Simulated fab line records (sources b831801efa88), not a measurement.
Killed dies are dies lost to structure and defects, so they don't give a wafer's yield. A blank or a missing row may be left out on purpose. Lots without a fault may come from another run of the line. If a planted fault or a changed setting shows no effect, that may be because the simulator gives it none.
Which tool did it? | flow gf180mcu | 14 lots with 42 wafers sampled at 5 steps, on a route of 602 steps

== WHAT EACH GAUGE READ, for each wafer ==
GF_MVSD_TW_MEAS_11. Usual: MVSD_TW 1569, standard deviation 10.
lot  | measured     | on           | MVSD_TW        | flag
L663 | day 4 11:03  | filmMetro-03 | 1546 1553 1561 | 
L664 | day 4 16:33  | filmMetro-01 | 1557 1564 1566 | 
L665 | day 4 23:05  | filmMetro-02 | 1552 1553 1557 | 
L667 | day 5 08:54  | filmMetro-01 | 1571 1574 1578 | 
L671 | day 6 08:56  | filmMetro-03 | 1551 1560 1556 | 
L672 | day 6 15:06  | filmMetro-03 | 1555 1546 1552 | 
L673 | day 6 20:30  | filmMetro-02 | 1571 1559 1557 | 
L674 | day 7 03:26  | filmMetro-03 | 1556 1556 1557 | 
L675 | day 7 07:51  | filmMetro-01 | 1572 1574 1565 | 
L676 | day 7 15:09  | filmMetro-02 | 1512 1504 1522 | OFF
L677 | day 7 19:27  | filmMetro-03 | 1491 1489 1486 | OFF
L680 | day 8 14:05  | filmMetro-01 | 1574 1575 1577 | 
L682 | day 8 23:19  | filmMetro-01 | 1579 1580 1580 | 
L686 | day 10 00:20 | filmMetro-02 | 1578 1580 1580 | 

GF_VT_IMPLANT_RS_MEAS_46: uses a four-point probe to measure. Usual: MVSD_RS 456.2 ohm/sq, standard deviation 1.2.
lot  | measured     | on           | MVSD_RS (ohm/sq)  | flag
L663 | day 7 12:30  | filmMetro-01 | 455.2 455.8 456.1 | 
L664 | day 7 19:26  | filmMetro-01 | 455.7 456.8 455.2 | 
L665 | day 8 01:49  | filmMetro-02 | 454.8 455.9 455.8 | 
L667 | day 8 15:31  | filmMetro-02 | 453.8 454.5 455.2 | 
L671 | day 9 17:33  | filmMetro-01 | 455.6 456.2 456.3 | 
L672 | day 10 01:43 | filmMetro-01 | 456.3 456.4 457.8 | 
L673 | day 10 07:14 | filmMetro-02 | 456.1 456.4 457.7 | 
L674 | day 10 13:44 | filmMetro-01 | 456.7 457.2 457.4 | 
L675 | day 10 22:43 | filmMetro-01 | 456.2 457.1 458.6 | 
L676 | day 11 04:43 | filmMetro-02 | - - -             | OFF
L677 | day 11 09:51 | filmMetro-03 | - - -             | OFF
L680 | day 12 07:37 | filmMetro-02 | 456.2 455.5 454.9 | 
L682 | day 12 20:05 | filmMetro-03 | 454.7 456.7 454.7 | 
L686 | day 14 00:33 | filmMetro-01 | 457.5 456.0 456.6 | 

GF_VT_IMPLANT_RS_MEAS_49: uses a four-point probe to measure. Usual: MVPSD_RS 1167.9 ohm/sq, standard deviation 2.5.
lot  | measured     | on           | MVPSD_RS (ohm/sq)    | flag
L663 | day 7 12:52  | filmMetro-01 | 1164.3 1167.4 1164.7 | 
L664 | day 7 19:48  | filmMetro-01 | 1165.9 1170.1 1165.3 | 
L665 | day 8 02:11  | filmMetro-02 | 1164.9 1165.4 1162.3 | 
L667 | day 8 15:53  | filmMetro-02 | 1164.2 1166.5 1165.5 | 
L671 | day 9 17:55  | filmMetro-01 | 1163.7 1168.1 1168.0 | 
L672 | day 10 02:05 | filmMetro-01 | 1167.0 1173.0 1169.4 | 
L673 | day 10 07:36 | filmMetro-02 | 1170.0 1170.0 1168.0 | 
L674 | day 10 14:06 | filmMetro-01 | 1167.7 1165.9 1165.0 | 
L675 | day 10 23:05 | filmMetro-01 | 1170.4 1166.4 1168.7 | 
L680 | day 12 07:58 | filmMetro-02 | 1165.0 1167.4 1170.4 | 
L682 | day 12 20:26 | filmMetro-03 | 1165.4 1166.1 1165.4 | 
L686 | day 14 00:55 | filmMetro-01 | 1168.6 1171.8 1168.4 | 

GF_POLY_GATE_OVL_MEAS_11. Usual: POLY_GATE_OVL 5 nm, standard deviation 4.8.
lot  | measured     | on         | POLY_GATE_OVL (nm) | flag
L663 | day 9 01:55  | overlay-01 | 5 5 1              | 
L664 | day 9 11:32  | overlay-01 | 17 18 11           | 
L665 | day 9 18:47  | overlay-01 | 2 7 0              | 
L667 | day 10 08:22 | overlay-01 | 12 12 4            | 
L671 | day 11 11:11 | overlay-02 | 5 4 1              | 
L672 | day 11 19:58 | overlay-02 | 3 3 3              | 
L673 | day 12 01:53 | overlay-02 | 1 3 4              | 
L674 | day 12 10:44 | overlay-02 | 5 5 6              | 
L675 | day 12 21:35 | overlay-01 | 7 3 3              | 
L680 | day 14 08:34 | overlay-02 | 16 5 11            | 
L682 | day 14 18:44 | overlay-02 | -3 5 4             | 
L686 | day 16 02:11 | overlay-02 | 3 3 -2             | 

== WHICH TOOL RAN EACH LOT (tool, then ch and the chambers of the sampled wafers, then the start) ==
lot  | GF_MVSD_IMPLANT_09
L663 | implanter-02 ch 0, day 4 10:50
L664 | implanter-04 ch 0, day 4 16:20
L665 | implanter-03 ch 0, day 4 22:52
L667 | implanter-04 ch 0, day 5 08:40
L671 | implanter-04 ch 0, day 6 08:41
L672 | implanter-02 ch 0, day 6 14:52
L673 | implanter-03 ch 0, day 6 20:15
L674 | implanter-03 ch 0, day 7 03:11
L675 | implanter-03 ch 0, day 7 07:37
L676 | implanter-04, day 7 14:55
L677 | implanter-04, day 7 19:14
L680 | implanter-04 ch 0, day 8 13:50
L682 | implanter-04 ch 0, day 8 23:04
L686 | implanter-04 ch 0, day 10 00:05
- GF_MVSD_IMPLANT_09

== AS READ BY THE TOOLS THEMSELVES (means over the sampled wafers that have a number; for cases with no such wafer, the mark the record gives instead) ==
GF_MVSD_IMPLANT_09. Usual: beamEnergyKeV 100.00, standard deviation 0.034; beamOnS 10.01 s, standard deviation 0.23.
lot  | tool         | beamEnergyKeV | beamOnS (s) | flag
L663 | implanter-02 | 100.01        | 9.94        | 
L664 | implanter-04 | 99.98         | 9.81        | 
L665 | implanter-03 | 100.02        | 9.98        | 
L667 | implanter-04 | 100.02        | 9.98        | 
L671 | implanter-04 | 100.03        | 10.02       | 
L672 | implanter-02 | 99.94         | 10.10       | 
L673 | implanter-03 | 100.00        | 10.15       | 
L674 | implanter-03 | 100.03        | 10.06       | 
L675 | implanter-03 | 100.03        | 10.05       | 
L676 | implanter-04 | -             | -           | OFF
L677 | implanter-04 | -             | -           | OFF
L680 | implanter-04 | 99.99         | 9.88        | 
L682 | implanter-04 | 100.01        | 10.10       | 
L686 | implanter-04 | 100.02        | 9.95        | 

== THE ANSWER, worked out from the rows above alone ==
Rule: a lot is off if the mean of its wafers that have a number lies more than 3 standard deviations from the usual mean. Also off: a lot with no number at a reading for which 4 or more lots have one. Where the step has rows for the other lots, those lots are counted as sound. First the gauges in route order, then the tools' own readings, where a lot's mean is used as printed above. The first step at which some lot is off is used, and at that step the reading that is off furthest; a lot without a number counts as furthest.
Off: at GF_MVSD_TW_MEAS_11 (MVSD_TW), L676, L677.
A tool fits if, at a process step before that reading, it ran every lot that is off, and no sound lot after the first of them. The gauges at GF_MVSD_TW_MEAS_11 aren't tried: what is off there is off at GF_MVSD_IMPLANT_09 too, on other tools, and a gauge's error can't cause that. No candidate that was tried fits.

== WHAT THE SIMULATOR HAD INSERTED ==
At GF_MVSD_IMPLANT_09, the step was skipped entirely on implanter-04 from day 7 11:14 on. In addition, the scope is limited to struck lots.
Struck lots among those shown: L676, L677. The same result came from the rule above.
